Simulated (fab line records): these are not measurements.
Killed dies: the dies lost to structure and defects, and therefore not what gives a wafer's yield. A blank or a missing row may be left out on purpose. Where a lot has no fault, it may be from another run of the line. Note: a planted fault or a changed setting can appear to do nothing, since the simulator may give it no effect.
Chamber matching | flow sky130 | SKY_LI_CONTACT_CMP_02 on cmp-01: 4 sister chambers
The step polishes PSG. 4 wafers are shown with their chamber, then 7 later ones without.

## WAFERS PAIRED WITH THEIR CHAMBERS
wafer  | chamber | motor-current-A (A)
L592.2 | 2       | 10.9
L603.6 | 3       | 14.0
L606.2 | 1       | 12.9
L606.3 | 0       | 10.6

## WAFERS WITHOUT THEIR CHAMBER
wafer  | motor-current-A (A)
L606.5 | 12.5
L610.1 | 13.5
L610.3 | 10.4
L610.5 | 13.4
L611.1 | 13.1
L611.2 | 13.5
L611.6 | 11.4

## WHICH CHAMBER EACH ONE RAN IN
wafer  | from the rows above     | in truth
L606.5 | 1                       | 1
L610.1 | can't be placed: 3 or 1 | 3
L610.3 | can't be placed: 0 or 2 | 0
L610.5 | can't be placed: 1 or 3 | 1
L611.1 | can't be placed: 1 or 3 | 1
L611.2 | can't be placed: 3 or 1 | 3
L611.6 | can't be placed: 2 or 0 | 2
Correctly placed: 1 of 7. Can't be placed from these rows: 6 (the true chamber is among the candidates in 6). Number placed wrongly: 0.
How it was worked out, from the rows above alone: a wafer's distance from a chamber is the root of the sum, over the readings, of the square of ((its reading less the chamber's mean) divided by the reading's scatter). The wafer belongs to the nearest chamber; if the next one is less than 2 further off, it can't be placed. For every chamber, the mean is computed from those of its wafers that are shown. The scatter: root of mean squared gap, hidden wafer to nearest shown wafer, with one shown wafer a chamber.
